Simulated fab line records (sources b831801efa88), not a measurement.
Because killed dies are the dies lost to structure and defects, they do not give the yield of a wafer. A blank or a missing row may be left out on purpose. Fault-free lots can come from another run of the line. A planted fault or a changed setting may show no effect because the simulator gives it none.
fab line records	flow sky130
[record] lots = 14	wafers = 42	last-day = 48
route steps=708 shown VIA1@473 METAL2@483
lots that met no fault: from a run of the same line without faults
start-h: hours from the record's first day to the start of the lot's first wafer shown	wait-h: hours from the lot's prior step to this one	" repeats the value in the row above	L1.1+2: a single row standing in for several wafers	- no value, or no start given	* or withheld: withheld	< > ~ a bound
route shown NAME@n: names a module that has steps shown in the file, with the first one's number in the route	usual: average and standard deviation across the fault-free wafers	same: alike in all rows	chamber/n: place in a boat	sites: per-site readings	_std_site: the values' standard deviation	_edge_site: inner sites' mean taken away from outer sites' mean	radius-mm: for every site, how far away it sits from the centre of the wafer	mask NAME#n: copy n	behind: the tool/chamber that last shaped the wafer	hold: why the lot was held/for how many hours/how that ended	device: the n, p or np transistor that did not switch	end of line: tests run on the same wafers once the route is complete	a step without rows: its recipe alone	killed: not the wafer's yield, but the dies lost to structure and defects at the first sort	map: dies across one wafer; x = killed, . = not, _ = none there
set.NAME: setting as actually run; set.NAME@STEP: the setting as run at that earlier step	model.NAME: the simulator's own value behind a step, which no gauge read
the route's steps for a sample of lots (tables are steps, rows are wafers)
services: when a tool's chamber went out of use (start-h, in hours from the record's first day, below 0 if earlier), for how many hours, and the reason
[[steps]]
[step SKY_VIA1_ETCH_15]
[recipe] target = SiO2	chemistry = C4F8/O2/Ar	target-depth-nm = 351	stop-on = TiN	mask-material = KrF-thick	source-w = 1500	bias-w = 1200	pressure-mtorr = 40	c4f8-flow-sccm = withheld	O2_flow_sccm = 6	Ar_flow_sccm = 300	time-s = 54
[usual] chamber-pressure-mTorr = 40.00/0.038	oes-product-au = 0.982/0.0053
lot.wafer	tool	chamber	start-h	wait-h	chamber-pressure-mTorr	oes-product-au	rf-hours-counter-h
L735.1	rie-diel-02	3	786.24	0.0	40.01	0.989	9
L735.4	"	1	"	"	40.01	0.983	12
L735.5	"	1	"	"	39.95	0.985	-
L736.1	rie-diel-01	3	792.45	0.0	39.96	0.982	3
L736.4	"	0	"	"	40.01	0.988	4
L736.5	"	1	"	"	40.00	0.993	-
L738.1	rie-diel-01	3	814.79	0.0	40.06	0.984	3
L738.2	"	1	"	"	40.00	0.971	4
L738.3	"	0	"	"	40.03	0.979	4
L740.1	rie-diel-03	0	825.76	0.0	40.00	0.979	12
L740.3	"	2	"	"	40.05	0.982	7
L740.6	"	1	"	"	40.01	0.986	-
L743.3	rie-diel-02	2	854.71	0.0	40.01	0.981	1
L743.4	"	3	"	"	40.02	0.981	11
L743.5	"	2	"	"	40.00	0.981	-
L744.1	rie-diel-03	0	862.66	0.0	39.99	0.987	14
L744.4	"	2	"	"	39.94	0.987	8
L744.6	"	1	"	"	40.06	0.980	-
L745.1	rie-diel-01	0	866.26	0.0	40.02	0.988	6
L745.2	"	1	"	"	39.95	0.977	5
L745.4	"	0	"	"	39.96	0.972	-
L746.3	rie-diel-01	2	876.66	0.0	40.04	0.975	16
L746.4	"	3	"	"	40.05	0.982	4
L746.6	"	3	"	"	39.93	0.990	-
L747.1	rie-diel-03	0	881.94	0.0	40.04	0.983	14
L747.4	"	1	"	"	39.94	0.982	14
L747.6	"	3	"	"	39.99	0.989	-
L748.1	rie-diel-01	0	887.81	0.0	39.93	0.982	6
L748.4	"	2	"	"	39.99	0.983	16
L748.5	"	2	"	"	39.99	0.976	-
L749.2	rie-diel-03	2	893.66	0.0	39.93	0.987	9
L749.3	"	1	"	"	39.97	0.981	15
L749.5	"	0	"	"	40.01	0.980	-
L750.1	rie-diel-02	1	899.81	0.0	39.97	0.981	16
L750.2	"	2	"	"	39.98	0.988	2
L750.3	"	0	"	"	40.12	0.993	9
L756.1	rie-diel-03	2	942.39	0.0	40.04	0.981	11
L756.4	"	0	"	"	39.98	0.974	16
L756.5	"	1	"	"	39.97	0.985	-
L757.2	rie-diel-03	1	950.05	0.0	39.91	0.990	16
L757.3	"	0	"	"	39.95	0.972	16
L757.4	"	2	"	"	40.01	0.978	11
[step SKY_VIA1_STRIP_16]
[recipe] chemistry = O2/N2	power-w = 1400	pressure-mtorr = 1500	platen-temp-c = withheld	o2-flow-sccm = 3000	n2-flow-sccm = 300	overash-fraction = 0.5
[usual] chamber-pressure-mTorr = 1500.2/1.3	drypump-motor-current-A = 5.4/0.56	oes-product-au = 0.416/0.0041	strip-time-to-endpoint-s = 4.456/0.02
lot.wafer	tool	chamber	start-h	wait-h	chamber-pressure-mTorr	drypump-motor-current-A	oes-product-au	rf-hours-counter-h	strip-time-to-endpoint-s
L735.1	plasma-asher-03	1	786.29	0.0	1500.4	4.7	0.410	66	4.421
L735.4	"	0	"	"	1502.0	5.7	0.413	-	4.440
L735.5	"	1	"	"	1500.0	4.6	0.406	-	4.455
L736.1	plasma-asher-04	0	792.49	0.0	1500.6	6.3	0.421	93	4.449
L736.4	"	0	"	"	1501.0	6.3	0.416	-	4.481
L736.5	"	1	"	"	1497.9	5.5	0.416	-	4.453
L738.1	plasma-asher-04	0	814.84	0.0	1498.1	6.3	0.409	97	4.466
L738.2	"	1	"	"	1499.1	5.4	0.413	97	4.458
L738.3	"	0	"	"	1498.6	6.3	0.407	-	4.471
L740.1	plasma-asher-01	0	825.81	0.0	1498.6	5.0	0.418	35	4.447
L740.3	"	1	"	"	1500.1	5.5	0.414	-	4.456
L740.6	"	0	"	"	1500.0	4.9	0.415	-	4.432
L743.3	plasma-asher-01	0	854.79	0.1	1499.5	4.9	0.415	-	4.440
L743.4	"	1	"	"	1499.4	5.5	0.413	-	4.444
L743.5	"	1	"	"	1503.7	5.5	0.417	-	4.420
L744.1	plasma-asher-03	0	862.71	0.0	1501.2	5.7	0.412	74	4.468
L744.4	"	0	"	"	1501.4	5.7	0.414	-	4.440
L744.6	"	0	"	"	1499.8	5.7	0.412	-	4.441
L745.1	plasma-asher-03	0	866.31	0.0	1500.2	5.7	0.413	75	4.433
L745.2	"	1	"	"	1498.4	4.7	0.410	75	4.455
L745.4	"	0	"	"	1499.1	5.7	0.419	-	4.448
L746.3	plasma-asher-03	1	876.74	0.1	1499.7	4.6	0.418	-	4.458
L746.4	"	0	"	"	1500.3	5.7	0.410	-	4.455
L746.6	"	0	"	"	1501.1	5.7	0.414	-	4.434
L747.1	plasma-asher-03	0	881.99	0.0	1499.1	5.7	0.418	77	4.493
L747.4	"	1	"	"	1503.5	4.6	0.417	-	4.455
L747.6	"	1	"	"	1500.0	4.6	0.405	-	4.479
L748.1	plasma-asher-04	0	887.86	0.0	1499.3	6.3	0.409	98	4.436
L748.4	"	0	"	"	1500.7	6.3	0.415	-	4.488
L748.5	"	1	"	"	1500.9	5.4	0.414	-	4.442
L749.2	plasma-asher-01	0	893.71	0.0	1499.7	4.9	0.420	43	4.451
L749.3	"	0	"	"	1501.2	5.0	0.418	-	4.454
L749.5	"	1	"	"	1500.7	5.5	0.419	-	4.460
L750.1	plasma-asher-03	1	899.86	0.0	1497.8	4.6	0.417	79	4.491
L750.2	"	0	"	"	1499.0	5.7	0.421	79	4.468
L750.3	"	0	"	"	1497.9	5.7	0.422	-	4.489
L756.1	plasma-asher-03	0	942.44	0.0	1500.9	5.7	0.415	84	4.475
L756.4	"	1	"	"	1500.3	4.7	0.413	-	4.484
L756.5	"	0	"	"	1499.0	5.7	0.419	-	4.449
L757.2	plasma-asher-03	1	950.10	0.0	1498.2	4.6	0.423	84	4.410
L757.3	"	1	"	"	1502.3	4.6	0.417	-	4.455
L757.4	"	0	"	"	1499.9	5.7	0.420	-	4.463
[step SKY_METAL2_SPUTTER_00]
[recipe] material = Ti	target-thk-nm = 15	power-w = 3000	time-s = 10	chamber-pressure-pa = 0.386
[usual] cathode-dc-power-W = 3000.0/0.53	throttle-valve-pct = 29.8/0.94
lot.wafer	tool	chamber	start-h	wait-h	cathode-dc-power-W	throttle-valve-pct
L735.1	pvd-sputter-04	-	787.52	0.2	3000.1	30.4
L735.4	"	-	"	"	2999.6	29.7
L735.5	"	-	"	"	2999.7	28.7
L736.1	pvd-sputter-02	-	793.83	0.1	3000.0	29.6
L736.4	"	-	"	"	2999.8	31.1
L736.5	"	-	"	"	2999.5	30.2
L738.1	pvd-sputter-02	-	816.06	0.2	2999.8	30.2
L738.2	"	-	"	"	2999.5	30.8
L738.3	"	-	"	"	3000.5	29.0
L740.1	pvd-sputter-02	-	827.03	0.1	3001.0	29.9
L740.3	"	-	"	"	3000.6	30.9
L740.6	"	-	"	"	3000.0	29.0
L743.3	pvd-sputter-01	-	855.98	0.2	3000.6	29.7
L743.4	"	-	"	"	2999.7	29.5
L743.5	"	-	"	"	2999.6	29.2
L744.1	pvd-sputter-01	-	863.93	0.1	3000.5	28.4
L744.4	"	-	"	"	3000.4	32.3
L744.6	"	-	"	"	3001.2	29.5
L745.1	pvd-sputter-02	-	867.53	0.2	3000.1	29.4
L745.2	"	-	"	"	3000.8	31.1
L745.4	"	-	"	"	2999.4	28.9
L746.3	pvd-sputter-01	-	877.94	0.1	2999.9	28.7
L746.4	"	-	"	"	2998.8	32.1
L746.6	"	-	"	"	2998.9	32.2
L747.1	pvd-sputter-04	-	883.22	0.1	2999.8	29.8
L747.4	"	-	"	"	3000.0	29.5
L747.6	"	-	"	"	3000.2	29.2
L748.1	pvd-sputter-02	-	889.52	0.2	2999.6	30.3
L748.4	"	-	"	"	3000.3	29.0
L748.5	"	-	"	"	2999.5	29.1
L749.2	pvd-sputter-02	-	895.00	0.1	3000.9	30.8
L749.3	"	-	"	"	3000.2	30.2
L749.5	"	-	"	"	3000.3	30.2
L750.1	pvd-sputter-04	-	901.18	0.2	2998.9	30.5
L750.2	"	-	"	"	2999.8	29.2
L750.3	"	-	"	"	2999.6	30.0
L756.1	pvd-sputter-01	-	943.70	0.1	2999.9	31.9
L756.4	"	-	"	"	3000.5	29.6
L756.5	"	-	"	"	3001.0	32.3
L757.2	pvd-sputter-04	-	951.32	0.1	2999.9	29.9
L757.3	"	-	"	"	2999.8	30.6
L757.4	"	-	"	"	3000.0	30.6
[step SKY_METAL2_EXPOSE_12]
[recipe] mask-id = MM2	na = 0.8	source-shape = annular	sigma-inner = 0.55	sigma-outer = 0.85	target-cd-nm = 140	dose-mj = 28
[usual] exposure-dose-mJ-cm2 = 28.001/0.023	focus-offset-nm = 0.0/0.49	stage-vel-mm-s = 500.02/0.27
lot.wafer	tool	chamber	start-h	wait-h	mask	exposure-dose-mJ-cm2	focus-offset-nm	stage-vel-mm-s
L735.1	krf-scanner-01	0	800.59	-	MM2#0	27.993	1.0	500.11
L735.4	"	0	"	"	MM2#0	27.997	0.0	499.63
L735.5	"	0	"	"	MM2#0	27.975	0.5	500.20
L736.1	krf-scanner-02	0	807.54	-	MM2#0	28.023	0.6	500.06
L736.4	"	0	"	"	MM2#0	28.010	0.8	500.00
L736.5	"	0	"	"	MM2#0	27.997	0.4	499.89
L738.1	krf-scanner-01	0	829.15	-	MM2#0	28.007	-0.2	500.07
L738.2	"	0	"	"	MM2#0	28.004	-0.5	500.24
L738.3	"	0	"	"	MM2#0	28.020	-1.3	500.26
L740.1	krf-scanner-02	0	840.41	-	MM2#0	28.002	0.1	500.42
L740.3	"	0	"	"	MM2#0	28.056	0.2	500.55
L740.6	"	0	"	"	MM2#0	28.027	-0.1	500.33
L743.3	krf-scanner-02	0	870.16	-	MM2#0	28.002	0.4	499.87
L743.4	"	0	"	"	MM2#0	28.009	-0.5	499.58
L743.5	"	0	"	"	MM2#0	28.037	0.4	500.07
L744.1	krf-scanner-01	0	877.62	-	MM2#0	28.021	0.5	499.94
L744.4	"	0	"	"	MM2#0	28.000	0.1	500.04
L744.6	"	0	"	"	MM2#0	28.006	0.4	499.70
L745.1	krf-scanner-01	0	880.50	-	MM2#0	27.967	0.2	499.99
L745.2	"	0	"	"	MM2#0	27.978	0.5	499.94
L745.4	"	0	"	"	MM2#0	28.006	0.7	500.11
L746.3	krf-scanner-01	0	890.43	-	MM2#0	27.951	-0.4	500.04
L746.4	"	0	"	"	MM2#0	28.042	0.1	500.17
L746.6	"	0	"	"	MM2#0	28.000	0.2	500.27
L747.1	krf-scanner-01	0	896.10	-	MM2#0	27.987	-0.3	500.14
L747.4	"	0	"	"	MM2#0	27.977	-0.2	500.33
L747.6	"	0	"	"	MM2#0	27.995	-1.2	500.03
L748.1	krf-scanner-02	0	903.24	-	MM2#0	28.042	-0.2	499.76
L748.4	"	0	"	"	MM2#0	28.019	-0.1	500.08
L748.5	"	0	"	"	MM2#0	28.024	-0.5	499.97
L749.2	krf-scanner-02	0	907.67	-	MM2#0	28.009	0.1	500.69
L749.3	"	0	"	"	MM2#0	28.020	0.8	500.77
L749.5	"	0	"	"	MM2#0	28.039	0.2	500.40
L750.1	krf-scanner-02	0	913.56	-	MM2#0	27.998	-0.2	500.26
L750.2	"	0	"	"	MM2#0	27.990	-0.3	500.19
L750.3	"	0	"	"	MM2#0	27.956	-0.3	500.27
L756.1	krf-scanner-02	-	956.12	-	MM2#0	-	-	-
L756.4	"	-	"	"	MM2#0	-	-	-
L756.5	"	-	"	"	MM2#0	-	-	-
L757.2	krf-scanner-02	-	964.13	-	MM2#0	-	-	-
L757.3	"	-	"	"	MM2#0	-	-	-
L757.4	"	-	"	"	MM2#0	-	-	-
[[services]]
tool	chamber	start-h	hours	kind
krf-scanner-02	-	769.66	1.0	pm
plasma-asher-03	-	790.26	19.0	repair
rie-diel-03	3	796.82	8.6	repair
rie-diel-03	0	797.94	14.8	repair
rie-diel-03	2	805.35	5.2	repair
rie-diel-03	-	807.17	1.9	repair
krf-scanner-02	-	816.76	1.3	pm
rie-diel-03	3	823.25	1.6	repair
krf-scanner-01	-	824.64	3.6	pm
pvd-sputter-02	-	837.70	4.5	repair
pvd-sputter-02	-	839.46	16.7	repair
rie-diel-01	1	839.89	2.3	repair
krf-scanner-01	-	845.80	0.8	pm
rie-diel-01	2	846.44	1.2	repair
krf-scanner-01	-	847.57	1.3	pm
krf-scanner-01	-	851.05	1.0	pm
pvd-sputter-02	-	875.26	0.9	repair
krf-scanner-02	-	887.21	0.8	pm
pvd-sputter-02	-	899.75	14.9	repair
rie-diel-01	1	913.32	3.2	repair
rie-diel-01	2	913.47	8.1	repair
krf-scanner-02	-	938.66	1.0	pm
krf-scanner-01	-	939.43	1.8	repair
rie-diel-03	1	960.12	7.7	repair
[[key]]
[first-sign] step = SKY_METAL2_EXPOSE_12	reading = tool-record	direction = missing
effect none on later readings
met-at SKY_METAL2_EXPOSE_12
struck-lots L756,L757
later-rows-left-out L756.1,L756.4,L756.5,L757.2,L757.3,L757.4
sort-left-out L756.1,L756.4,L756.5,L757.2,L757.3,L757.4
not-acting-at SKY_VIA1_ETCH_15,SKY_VIA1_STRIP_16,SKY_METAL2_SPUTTER_00
onset-between 913.56 956.12
[fault] kind = skipped-step-whole	tool = krf-scanner-02	chamber = -	onset-h = 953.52	steps = SKY_METAL2_EXPOSE_12	scope = struck-lots-only
// sort-left-out: the simulated sort isn't trusted on such a fault, so these wafers' sort isn't shown, and their yield isn't known
// later-rows-left-out: the simulator's readings of these wafers behind a module that went badly wrong aren't trusted and aren't shown, but for the sort
